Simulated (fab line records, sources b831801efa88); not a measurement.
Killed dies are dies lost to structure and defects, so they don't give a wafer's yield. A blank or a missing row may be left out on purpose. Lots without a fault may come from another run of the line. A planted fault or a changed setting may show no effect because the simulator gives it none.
One fault seen from 2 desks | flow gf180mcu | each desk has only its own numbers; what lay behind them comes last

THE TOOL OWNER'S DESK: furnace-01
The tool's own readings at GF_DUAL_GATE_OXIDATION_15 (stabilise 600 s, purge 300 s, target thk 7.098 nm): means of the sampled wafers that have a number, for each lot that ran on this tool. A lot is out of limits, marked OUT, if its mean lies more than 4 standard deviations from the usual mean; the brackets give that distance. Of its 8 readings 7 are shown: the one that was out of limits first, and those that lie furthest out on some lot.
Columns: A = spike_tc_bottom_C at GF_DUAL_GATE_OXIDATION_15, usual 866.3 C; B = spike_tc_centre_C at GF_DUAL_GATE_OXIDATION_15, usual 851.4 C; C = spike_tc_lower_C at GF_DUAL_GATE_OXIDATION_15, usual 849.7 C; D = spike_tc_top_C at GF_DUAL_GATE_OXIDATION_15, usual 863.2 C; E = spike_tc_upper_C at GF_DUAL_GATE_OXIDATION_15, usual 849.1 C; F = tube_center_temp_C at GF_DUAL_GATE_OXIDATION_15, usual 850.01 C; G = tube_center_temp_C_max at GF_DUAL_GATE_OXIDATION_15, usual 852.3
lot  | first seen here | A               | B               | C               | D               | E               | F                        | G
L158 | day 9 14:41     | 866.5           | 851.2           | 849.9           | 863.1           | 848.3           | 850.02                   | 852.0
L159 | day 9 19:19     | 865.8           | 850.7           | 849.2           | 864.2           | 847.9           | 850.11                   | 852.9
L160 | day 10 03:44    | 866.0           | 850.9           | 849.6           | 862.7           | 848.6           | 850.00                   | 852.0
L162 | day 10 18:40    | 885.2 (+19) OUT | 871.4 (+20) OUT | 869.9 (+18) OUT | 883.0 (+20) OUT | 869.2 (+14) OUT | 870.21 (+99 or more) OUT | 872.4 (+52) OUT
L163 | day 11 07:22    | 884.5 (+18) OUT | 870.8 (+19) OUT | 868.9 (+17) OUT | 882.1 (+19) OUT | 868.6 (+14) OUT | 870.23 (+99 or more) OUT | 872.8 (+52) OUT
L164 | day 11 08:55    | 886.3 (+20) OUT | 872.0 (+21) OUT | 870.1 (+19) OUT | 884.4 (+21) OUT | 868.0 (+14) OUT | 870.15 (+99 or more) OUT | 872.5 (+52) OUT
L173 | day 13 23:38    | 865.9           | 851.2           | 850.0           | 862.7           | 848.0           | 850.04                   | 852.5
L177 | day 15 00:31    | 865.8           | 852.5           | 849.9           | 863.2           | 848.6           | 850.03                   | 852.0
This desk's finding: out of limits on L162, L163, L164; first on L162, day 10 18:40 (spike_tc_bottom_C at GF_DUAL_GATE_OXIDATION_15). In limits: L158, L159, L160, L173, L177.

THE METROLOGY DESK
What the gauges read, lot by lot, whatever tool the lot ran on: means of the sampled wafers that have a number. A lot is out of limits, marked OUT, if its mean lies more than 4 standard deviations from the usual mean; the brackets give that distance.
Columns: A = VT_IMPLANT_4_TW at GF_VT_IMPLANT_TW_MEAS_43, usual 697
lot  | first seen here | A
L155 | day 8 00:58     | 695
L156 | day 8 09:01     | 691
L158 | day 8 19:19     | 705
L159 | day 8 23:13     | 696
L160 | day 9 05:22     | 691
L162 | day 9 21:52     | 704
L163 | day 10 09:42    | 691
L164 | day 10 10:01    | 690
L173 | day 12 23:07    | 694
L174 | day 13 04:58    | 692
L175 | day 13 12:04    | 706
L177 | day 14 00:49    | 702
This desk's finding: nothing out of limits on any of the 12 lots.

PUT TOGETHER
The tool owner's desk could have raised an alarm at day 10 18:40, on L162, L163, L164.
The metrology desk saw nothing out of limits.
The metrology desk has L162, L163, L164 on record, within its limits.
Of the lots named, all ran GF_DUAL_GATE_OXIDATION_15 on furnace-01.

WHAT THE SIMULATOR HAD PUT IN
Process parameter drift: furnace-01, from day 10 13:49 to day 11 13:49, at GF_DUAL_GATE_OXIDATION_15. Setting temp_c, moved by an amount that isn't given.
Lots struck among those shown: L162, L163, L164.
Hours from the fault's start to each desk's first reading out of limits: the tool owner's desk, 5.
